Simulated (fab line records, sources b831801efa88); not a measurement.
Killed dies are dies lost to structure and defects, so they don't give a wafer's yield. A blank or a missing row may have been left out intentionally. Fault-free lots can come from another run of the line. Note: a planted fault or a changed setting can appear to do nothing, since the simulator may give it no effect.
fab line records -- flow sky130
record lots=12, wafers=36, last-day=50
route steps=708 shown FIELD_ISO@16 LDD_LDN@296 LI_CONTACT@364
lots that met no fault: taken from a fault-free run of the same line
start-h: the number of hours between the record's first day and the start of the first shown wafer of the lot -- wait-h: how many hours have passed since the lot's step before this one -- " same as the row above -- L1.1+2: several wafers, shown together as one row -- - value missing, or start not given -- * or withheld: withheld -- < > ~ a bound
route shown NAME@n: a module of which the file shows steps, and the number in the route of the first -- usual: the fault-free wafers' mean and standard deviation -- same: alike in all rows -- chamber/n: place in a boat -- sites: the reading at each site -- _std_site: the standard deviation of these -- _edge_site: inner sites' mean taken away from outer sites' mean -- radius-mm: for every site, how far away it sits from the centre of the wafer -- mask NAME#n: copy n -- behind: the most recent tool/chamber to have shaped the wafer -- hold: reason for holding the lot/hours on hold/outcome of the hold -- device: names the non-switching transistor (n, p or np) -- end of line: the tests these same wafers got at the end of their route -- a step given without rows: its recipe and nothing more -- killed: not the wafer's yield, but the dies lost to structure and defects at the first sort -- map: the dies of a wafer, with x for killed, . for not killed, _ for no die there
set.NAME: the setting the step ran with; set.NAME@STEP: the setting that earlier step ran with -- model.NAME: the simulator's own value behind a step, which no gauge read
steps of the route over a sample of lots; a table a step, a row a wafer
services: the hour from which a tool's chamber was out of use, counted from the record's first day as start-h (under 0 if before that day), plus the number of hours and why
## steps
# step SKY_FIELD_ISO_ETCH_15
# recipe chemistry=CHF3/O2, target-depth-nm=180, stop-on=Si, source-w=600, bias-w=200, pressure-mtorr=40, chf3-flow-sccm=50, O2_flow_sccm=5, time-s=72
# usual drypump-motor-current-A=5.9/0.55, oes-product-au=0.949/0.0062, rf-fwd-power-W=595.6/2.5, throttle-valve-pct=8.845/0.0097
lot.wafer,tool,chamber,start-h,wait-h,drypump-motor-current-A,oes-product-au,rf-fwd-power-W,rf-hours-counter-h,throttle-valve-pct
L794.3,rie-diel-03,2,27.79,0.0,6.1,0.948,599.0,91,8.855
L794.5,rie-diel-03,1,27.79,0.0,5.0,0.953,592.7,-,8.841
L794.6,rie-diel-03,2,27.79,0.0,6.1,0.941,597.5,-,8.834
L795.2,rie-diel-03,2,34.24,0.0,6.1,0.949,599.1,91,8.828
L795.3,rie-diel-03,0,34.24,0.0,6.7,0.943,597.8,12,8.828
L795.5,rie-diel-03,0,34.24,0.0,6.6,0.947,597.3,-,8.846
L796.1,rie-diel-02,1,38.28,0.0,5.8,0.943,597.0,56,8.844
L796.3,rie-diel-02,3,38.28,0.0,6.0,0.950,589.9,51,8.847
L796.4,rie-diel-02,0,38.28,0.0,5.2,0.942,594.9,17,8.851
L797.2,rie-diel-03,3,43.98,0.0,6.4,0.945,597.4,2,8.840
L797.3,rie-diel-03,1,43.98,0.0,4.9,0.955,590.7,10,8.836
L797.4,rie-diel-03,0,43.98,0.0,6.7,0.946,596.4,13,8.855
L799.1,rie-diel-02,1,54.63,0.0,5.8,0.953,595.7,56,8.856
L799.5,rie-diel-02,0,54.63,0.0,5.2,0.962,594.4,-,8.823
L799.6,rie-diel-02,3,54.63,0.0,6.0,0.950,595.7,-,8.832
L800.1,rie-diel-01,3,60.88,0.0,5.5,0.948,593.6,77,8.840
L800.2,rie-diel-01,1,60.88,0.0,5.5,0.944,592.4,142,8.849
L800.5,rie-diel-01,0,60.88,0.0,5.5,0.943,590.7,-,8.845
L801.1,rie-diel-03,3,64.73,0.0,6.4,0.948,598.5,3,8.832
L801.3,rie-diel-03,1,64.73,0.0,4.9,0.956,587.9,10,8.840
L801.6,rie-diel-03,3,64.73,0.0,6.4,0.947,595.7,-,8.847
L809.1,rie-diel-02,2,107.14,0.0,6.1,0.948,597.5,100,8.834
L809.2,rie-diel-02,0,107.14,0.0,5.2,0.945,594.8,17,8.857
L809.6,rie-diel-02,2,107.14,0.0,6.1,0.948,595.0,-,8.864
L812.1,rie-diel-02,3,124.48,0.0,6.0,0.955,596.0,52,8.847
L812.2,rie-diel-02,1,124.48,0.0,5.8,0.950,598.1,57,8.842
L812.6,rie-diel-02,0,124.48,0.0,5.2,0.957,598.1,-,8.862
L813.1,rie-diel-03,3,127.48,0.0,6.4,0.951,595.5,5,8.851
L813.2,rie-diel-03,1,127.48,0.0,4.9,0.949,594.8,11,8.849
L813.6,rie-diel-03,3,127.48,0.0,6.4,0.950,594.4,-,8.839
L814.1,rie-diel-01,1,133.73,0.0,5.5,0.949,594.9,144,8.840
L814.2,rie-diel-01,0,133.73,0.0,5.5,0.957,595.7,6,8.837
L814.4,rie-diel-01,3,133.73,0.0,5.5,0.948,594.8,78,8.859
L815.1,rie-diel-02,2,138.23,0.0,6.2,0.947,595.1,100,8.833
L815.2,rie-diel-02,3,138.23,0.0,5.9,0.944,597.1,52,8.849
L815.5,rie-diel-02,2,138.23,0.0,6.2,0.961,595.8,-,8.862
# step SKY_LDD_LDN_OVL_MEAS_07
# usual LDD_LDN_OVL=0.1/1.5
lot.wafer,tool,chamber,start-h,wait-h,LDD_LDN_OVL[nm]
L794.3,overlay-02,-,534.14,0.1,-1.8
L794.5,overlay-02,-,534.14,0.1,-2.9
L794.6,overlay-02,-,534.14,0.1,-2.1
L795.2,overlay-02,-,537.02,0.1,0.7
L795.3,overlay-02,-,537.02,0.1,0.1
L795.5,overlay-02,-,537.02,0.1,-0.3
L796.1,overlay-01,-,548.56,0.1,-0.9
L796.3,overlay-01,-,548.56,0.1,-1.0
L796.4,overlay-01,-,548.56,0.1,-1.3
L797.2,overlay-02,-,548.98,0.1,1.9
L797.3,overlay-02,-,548.98,0.1,0.6
L797.4,overlay-02,-,548.98,0.1,2.5
L799.1,overlay-02,-,570.08,0.1,-0.5
L799.5,overlay-02,-,570.08,0.1,1.4
L799.6,overlay-02,-,570.08,0.1,-0.1
L801.1,overlay-02,-,583.68,0.1,2.8
L801.3,overlay-02,-,583.68,0.1,2.3
L801.6,overlay-02,-,583.68,0.1,0.1
L800.1,overlay-01,-,583.98,0.1,0.0
L800.2,overlay-01,-,583.98,0.1,-0.7
L800.5,overlay-01,-,583.98,0.1,0.3
L809.1,overlay-02,-,655.06,0.1,-0.4
L809.2,overlay-02,-,655.06,0.1,0.0
L809.6,overlay-02,-,655.06,0.1,1.3
L813.1,overlay-02,-,676.01,0.1,0.7
L813.2,overlay-02,-,676.01,0.1,0.6
L813.6,overlay-02,-,676.01,0.1,1.8
L812.1,overlay-02,-,677.26,0.1,1.1
L812.2,overlay-02,-,677.26,0.1,-0.5
L812.6,overlay-02,-,677.26,0.1,-1.0
L814.1,overlay-02,-,688.56,0.1,3.3
L814.2,overlay-02,-,688.56,0.1,1.7
L814.4,overlay-02,-,688.56,0.1,2.7
L815.1,overlay-02,-,705.21,0.1,0.1
L815.2,overlay-02,-,705.21,0.1,0.7
L815.5,overlay-02,-,705.21,0.1,-1.0
# step SKY_LDD_LDN_IMPLANT_08
# recipe species=As, energy-kev=15, dose-cm2=1.25e+13, tilt-deg=withheld, rotation-deg=23
# usual beam-energy-keV=15.001/0.0048, dose-ions-cm2=1.25e+13/1.3e+10, faraday-current-uA=70.4/1.3
lot.wafer,tool,chamber,start-h,wait-h,beam-energy-keV,dose-ions-cm2,faraday-current-uA
L794.3,implanter-01,0,534.21,0.1,14.994,1.2514e+13,71.2
L794.5,implanter-01,0,534.21,0.1,14.989,1.2493e+13,70.1
L794.6,implanter-01,0,534.21,0.1,14.998,1.2505e+13,72.1
L795.2,implanter-03,0,537.07,0.0,14.998,1.2482e+13,70.7
L795.3,implanter-03,0,537.07,0.0,14.996,1.2479e+13,69.5
L795.5,implanter-03,0,537.07,0.0,14.998,1.248e+13,71.4
L796.1,implanter-01,0,548.60,0.0,14.996,1.2497e+13,69.8
L796.3,implanter-01,0,548.60,0.0,14.998,1.2481e+13,70.1
L796.4,implanter-01,0,548.60,0.0,14.992,1.2479e+13,69.6
L797.2,implanter-03,0,549.04,0.0,15.003,1.2507e+13,70.9
L797.3,implanter-03,0,549.04,0.0,14.998,1.2509e+13,70.7
L797.4,implanter-03,0,549.04,0.0,14.994,1.2487e+13,69.1
L799.1,implanter-02,0,570.11,0.0,14.999,1.2508e+13,68.0
L799.5,implanter-02,0,570.11,0.0,15.004,1.2526e+13,71.5
L799.6,implanter-02,0,570.11,0.0,15.005,1.2503e+13,68.4
L801.1,implanter-01,0,583.71,0.0,15.001,1.2515e+13,70.3
L801.3,implanter-01,0,583.71,0.0,15.004,1.248e+13,71.0
L801.6,implanter-01,0,583.71,0.0,15.004,1.2508e+13,69.3
L800.1,implanter-02,0,584.22,0.2,15.004,1.2465e+13,70.2
L800.2,implanter-02,0,584.22,0.2,15.006,1.2488e+13,71.3
L800.5,implanter-02,0,584.22,0.2,15.009,1.2499e+13,69.9
L809.1,implanter-02,0,655.09,0.0,15.001,7.271e+12,41.7
L809.2,implanter-02,0,655.09,0.0,15.002,7.27e+12,40.5
L809.6,implanter-02,0,655.09,0.0,14.996,7.264e+12,41.0
L813.1,implanter-01,0,676.05,0.0,15.009,1.2496e+13,70.7
L813.2,implanter-01,0,676.05,0.0,15.010,1.2515e+13,70.7
L813.6,implanter-01,0,676.05,0.0,15.004,1.2508e+13,71.0
L812.1,implanter-02,0,677.30,0.0,15.003,7.271e+12,38.7
L812.2,implanter-02,0,677.30,0.0,15.010,7.248e+12,41.2
L812.6,implanter-02,0,677.30,0.0,15.009,7.264e+12,41.2
L814.1,implanter-01,0,688.60,0.0,14.996,1.2486e+13,70.3
L814.2,implanter-01,0,688.60,0.0,14.996,1.248e+13,71.7
L814.4,implanter-01,0,688.60,0.0,15.001,1.2501e+13,70.3
L815.1,implanter-03,0,705.25,0.0,15.000,1.2516e+13,73.0
L815.2,implanter-03,0,705.25,0.0,15.001,1.2509e+13,68.0
L815.5,implanter-03,0,705.25,0.0,14.999,1.2491e+13,68.0
# step SKY_LDD_LDN_TW_MEAS_13
# usual LDD_LDN_TW=1477/6.9
lot.wafer,tool,chamber,start-h,wait-h,LDD_LDN_TW
L794.3,film-metro-04,-,534.88,0.1,1483
L794.5,film-metro-04,-,534.88,0.1,1481
L794.6,film-metro-04,-,534.88,0.1,1482
L795.2,film-metro-01,-,537.76,0.1,1486
L795.3,film-metro-01,-,537.76,0.1,1483
L795.5,film-metro-01,-,537.76,0.1,1484
L796.1,film-metro-03,-,549.30,0.1,1478
L796.3,film-metro-03,-,549.30,0.1,1479
L796.4,film-metro-03,-,549.30,0.1,1472
L797.2,film-metro-04,-,549.72,0.1,1489
L797.3,film-metro-04,-,549.72,0.1,1484
L797.4,film-metro-04,-,549.72,0.1,1482
L799.1,film-metro-04,-,570.81,0.1,1488
L799.5,film-metro-04,-,570.81,0.1,1473
L799.6,film-metro-04,-,570.81,0.1,1483
L801.1,film-metro-03,-,584.42,0.1,1469
L801.3,film-metro-03,-,584.42,0.1,1476
L801.6,film-metro-03,-,584.42,0.1,1468
L800.1,film-metro-01,-,584.92,0.1,1477
L800.2,film-metro-01,-,584.92,0.1,1479
L800.5,film-metro-01,-,584.92,0.1,1469
L809.1,film-metro-04,-,655.79,0.1,1425
L809.2,film-metro-04,-,655.79,0.1,1427
L809.6,film-metro-04,-,655.79,0.1,1421
L813.1,film-metro-01,-,676.75,0.1,1480
L813.2,film-metro-01,-,676.75,0.1,1489
L813.6,film-metro-01,-,676.75,0.1,1476
L812.1,film-metro-01,-,678.00,0.1,1434
L812.2,film-metro-01,-,678.00,0.1,1441
L812.6,film-metro-01,-,678.00,0.1,1438
L814.1,film-metro-01,-,689.30,0.1,1491
L814.2,film-metro-01,-,689.30,0.1,1489
L814.4,film-metro-01,-,689.30,0.1,1488
L815.1,film-metro-04,-,705.95,0.1,1476
L815.2,film-metro-04,-,705.95,0.1,1478
L815.5,film-metro-04,-,705.95,0.1,1473
# step SKY_LI_CONTACT_CMP_02
# recipe material=PSG, down-force-psi=4, platen-rpm=60, pad-velocity-m-s=0.94248
# usual motor-current-A=11.2/0.72, retaining-ring-pressure-frac=0.999/0.0053, time-to-endpoint-s=32.7/2.1
lot.wafer,tool,chamber,start-h,wait-h,motor-current-A,retaining-ring-pressure-frac,time-to-endpoint-s
L794.3,cmp-02,3,656.14,0.0,11.2,1.003,31.1
L794.5,cmp-02,3,656.14,0.0,10.5,0.996,31.8
L794.6,cmp-02,0,656.14,0.0,10.3,0.996,34.0
L795.3,cmp-01,1,658.22,0.1,10.6,1.001,32.4
L795.2,cmp-01,0,658.22,0.1,11.8,1.012,31.9
L795.5,cmp-01,1,658.22,0.1,10.1,0.999,32.7
L796.3,cmp-02,1,667.70,0.0,10.7,0.991,31.5
L796.1,cmp-02,3,667.70,0.0,11.3,0.995,31.8
L796.4,cmp-02,0,667.70,0.0,10.9,0.987,35.8
L797.4,cmp-02,3,669.26,0.0,11.3,0.996,31.1
L797.2,cmp-02,1,669.26,0.0,10.6,1.004,32.4
L797.3,cmp-02,2,669.26,0.0,11.8,0.990,34.3
L799.1,cmp-02,2,689.80,0.1,11.2,0.996,31.5
L799.5,cmp-02,0,689.80,0.1,10.0,0.997,31.8
L799.6,cmp-02,1,689.80,0.1,10.9,0.992,32.5
L801.3,cmp-01,2,702.34,0.0,10.8,0.997,31.1
L801.1,cmp-01,3,702.34,0.0,12.1,1.003,33.4
L801.6,cmp-01,2,702.34,0.0,10.9,1.002,30.4
L800.1,cmp-02,2,703.16,0.1,12.3,0.994,34.0
L800.2,cmp-02,3,703.16,0.1,11.9,1.000,33.3
L800.5,cmp-02,2,703.16,0.1,11.9,1.004,33.0
L809.1,cmp-02,3,771.94,0.1,11.5,1.004,34.3
L809.2,cmp-02,0,771.94,0.1,10.2,0.996,35.8
L809.6,cmp-02,0,771.94,0.1,10.5,1.002,34.4
L813.1,cmp-02,2,792.48,0.1,11.0,0.999,33.0
L813.2,cmp-02,1,792.48,0.1,11.2,1.010,31.9
L813.6,cmp-02,2,792.48,0.1,12.4,1.002,30.8
L812.2,cmp-01,0,792.57,0.0,13.0,0.984,32.9
L812.1,cmp-01,1,792.57,0.0,10.9,0.997,36.3
L812.6,cmp-01,0,792.57,0.0,12.4,1.000,32.1
L814.2,cmp-02,1,799.97,0.1,10.9,1.006,30.3
L814.4,cmp-02,2,799.97,0.1,10.8,1.003,32.8
L814.1,cmp-02,3,799.97,0.1,11.8,0.998,34.8
L815.2,cmp-02,0,815.25,0.0,10.9,0.995,33.2
L815.1,cmp-02,2,815.25,0.0,11.7,1.004,32.7
L815.5,cmp-02,1,815.25,0.0,10.8,0.997,31.5
## services
tool,chamber,start-h,hours,kind
rie-diel-02,1,6.95,9.4,repair
rie-diel-02,2,18.23,1.5,repair
rie-diel-03,1,18.92,2.7,repair
cmp-02,-,53.46,3.8,pm
cmp-02,-,64.00,4.0,pm
cmp-02,-,173.02,4.1,repair
cmp-02,-,178.37,0.7,repair
cmp-02,-,189.88,18.6,repair
cmp-02,-,197.62,1.8,repair
cmp-02,-,250.23,0.7,repair
cmp-02,-,280.00,3.7,pm
cmp-02,-,295.60,1.7,repair
cmp-02,-,326.01,2.1,repair
cmp-02,-,371.56,3.4,repair
cmp-02,-,385.10,15.9,pm
cmp-02,-,404.00,4.0,pm
cmp-02,-,450.03,1.4,repair
cmp-02,-,558.60,3.5,repair
cmp-02,-,589.84,6.4,repair
cmp-02,-,649.00,5.6,pm
cmp-02,-,656.61,2.3,repair
cmp-02,-,676.88,1.2,repair
cmp-02,-,717.50,4.7,pm
cmp-02,-,744.23,4.0,pm
## key
first-sign step=SKY_LDD_LDN_IMPLANT_08, reading=dose-ions-cm2, direction=down, sigmas=99+, usual=*, struck=*
effect step=SKY_LDD_LDN_IMPLANT_08, reading=faraday-current-uA, direction=down, sigmas=23, usual=70.4, struck=40.7
effect step=SKY_LDD_LDN_TW_MEAS_13, reading=LDD_LDN_TW, direction=down, sigmas=6.6, usual=1477, struck=1431
met-at SKY_LDD_LDN_IMPLANT_08
struck-lots L809,L812
tester-left-out L809,L812
not-acting-at SKY_FIELD_ISO_ETCH_15,SKY_LDD_LDN_OVL_MEAS_07,SKY_LI_CONTACT_CMP_02
onset-between 584.22 655.09
fault kind=process-parameter-drift, tool=implanter-02, chamber=-, onset-h=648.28, steps=SKY_LDD_LDN_IMPLANT_08, channel=dose-cm2, offset=*, shape=step, end-h=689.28, acts-in=*, stated=*
# tester-left-out: of these lots the tester's yield and bins aren't shown, on N5 and GAA mostly nor the transistor test; their killed dies are dies lost to structure and defects alone, not to doping, threshold or leakage, so they don't give the yield
